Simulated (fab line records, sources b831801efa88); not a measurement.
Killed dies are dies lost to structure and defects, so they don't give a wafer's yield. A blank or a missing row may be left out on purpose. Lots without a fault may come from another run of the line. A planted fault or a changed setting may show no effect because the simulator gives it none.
Which tool did it? | flow sky130 | 10 lots, 30 wafers sampled, at 3 steps of a route of 708

WHAT THE GAUGES READ, wafer by wafer
SKY_METAL5_RS_MEAS_05: measures by four-point-probe. Usual: METAL5_ALCU_RS 0.0272 ohm/sq, standard deviation 0.00031.
lot  | measured     | on            | METAL5_ALCU_RS (ohm/sq) | flag
L527 | day 43 04:15 | film_metro-01 | 0.0277 0.0278 0.0273    |
L531 | day 44 06:09 | film_metro-02 | 0.0265 0.0269 0.0266    |
L532 | day 44 19:04 | film_metro-02 | 0.0274 0.0277 0.0276    |
L533 | day 45 10:19 | film_metro-04 | 0.0271 0.0271 0.0271    |
L534 | day 45 14:46 | film_metro-01 | 0.0272 0.0273 0.0273    |
L539 | day 46 08:19 | film_metro-02 | 0.0273 0.0270 0.0267    |
L545 | day 47 21:22 | film_metro-01 | 0.0272 0.0272 0.0275    |
L547 | day 47 23:50 | film_metro-02 | 0.0269 0.0277 0.0273    |
L546 | day 48 00:29 | film_metro-04 | 0.0276 0.0275 0.0267    |
L550 | day 48 15:50 | film_metro-04 | 0.0275 0.0270 0.0274    |

WHICH TOOL RAN EACH LOT (tool, then ch and the chambers of the sampled wafers, then the start)
lot  | SKY_VIA4_CMP_02               | SKY_METAL5_SPUTTER_02
L527 | cmp-02 ch 1,2,3, day 42 03:22 | pvd_sputter-03, day 43 04:04
L531 | cmp-01 ch 1,2,3, day 43 06:41 | pvd_sputter-02, day 44 06:01
L532 | cmp-02 ch 1,2, day 43 19:28   | pvd_sputter-03, day 44 18:55
L533 | cmp-02 ch 1,2, day 44 10:32   | pvd_sputter-03, day 45 10:10
L534 | cmp-01 ch 0,1, day 44 15:50   | pvd_sputter-04, day 45 14:36
L539 | cmp-02 ch 0,1,2, day 45 08:47 | pvd_sputter-03, day 46 08:10
L545 | cmp-01 ch 0,1,2, day 46 23:37 | pvd_sputter-02, day 47 21:13
L547 | cmp-01 ch 0,2,3, day 47 01:45 | pvd_sputter-02, day 47 23:43
L546 | cmp-01 ch 1,2,3, day 47 02:36 | pvd_sputter-03, day 48 00:22
L550 | cmp-01 ch 0,2, day 47 18:51   | pvd_sputter-04, day 48 15:43
- SKY_VIA4_CMP_02: polishes SiO2.
- SKY_METAL5_SPUTTER_02: material AlCu, target thk 1150 nm, time 61.2 s.

WHAT THE TOOLS THEMSELVES READ (means of the sampled wafers that have a number; where no wafer has one, the mark that the record gives instead)
SKY_VIA4_CMP_02. Usual: edge_zone_pressure_frac 1.000, standard deviation 0.0049; motor_current_A 12.0 A, standard deviation 1.
lot  | tool   | edge_zone_pressure_frac | motor_current_A (A) | flag
L527 | cmp-02 | 1.001                   | 12.4                |
L531 | cmp-01 | 0.998                   | 12.2                |
L532 | cmp-02 | 1.001                   | 12.2                |
L533 | cmp-02 | 1.000                   | 11.6                |
L534 | cmp-01 | 0.999                   | 12.8                |
L539 | cmp-02 | 0.999                   | 11.7                |
L545 | cmp-01 | 1.004                   | 11.7                |
L547 | cmp-01 | 1.000                   | 11.8                |
L546 | cmp-01 | 1.000                   | 12.4                |
L550 | cmp-01 | 1.000                   | 10.8                |

SKY_METAL5_SPUTTER_02. Usual: cathode_dc_power_W 10600 W, standard deviation 1.8; throttle_valve_pct 29.8 %, standard deviation 1.
lot  | tool           | cathode_dc_power_W (W) | throttle_valve_pct (%) | flag
L527 | pvd_sputter-03 | 10600                  | 28.3                   |
L531 | pvd_sputter-02 | 10601                  | 30.3                   |
L532 | pvd_sputter-03 | 10600                  | 29.8                   |
L533 | pvd_sputter-03 | 10602                  | 30.6                   |
L534 | pvd_sputter-04 | 10599                  | 30.5                   |
L539 | pvd_sputter-03 | 10600                  | 29.0                   |
L545 | pvd_sputter-02 | 10599                  | 29.5                   |
L547 | pvd_sputter-02 | 10600                  | 29.6                   |
L546 | pvd_sputter-03 | 10602                  | 29.8                   |
L550 | pvd_sputter-04 | 10600                  | 30.9                   |

THE ANSWER, worked out from the rows above alone
Rule: a lot is off if the mean of its wafers that have a number lies more than 3 standard deviations from the usual mean. A lot without any number at a reading at which 4 lots or more have one is off too. The other lots that the step has rows for count as sound. The gauges are gone through in route order, then the tools' own readings, and for those a lot's mean is taken as printed above. The first step at which some lot is off is used, and at that step the reading that is off furthest; a lot without a number counts as furthest.
No lot is off at any reading shown: from this, nothing can be told.

WHAT THE SIMULATOR HAD PUT IN
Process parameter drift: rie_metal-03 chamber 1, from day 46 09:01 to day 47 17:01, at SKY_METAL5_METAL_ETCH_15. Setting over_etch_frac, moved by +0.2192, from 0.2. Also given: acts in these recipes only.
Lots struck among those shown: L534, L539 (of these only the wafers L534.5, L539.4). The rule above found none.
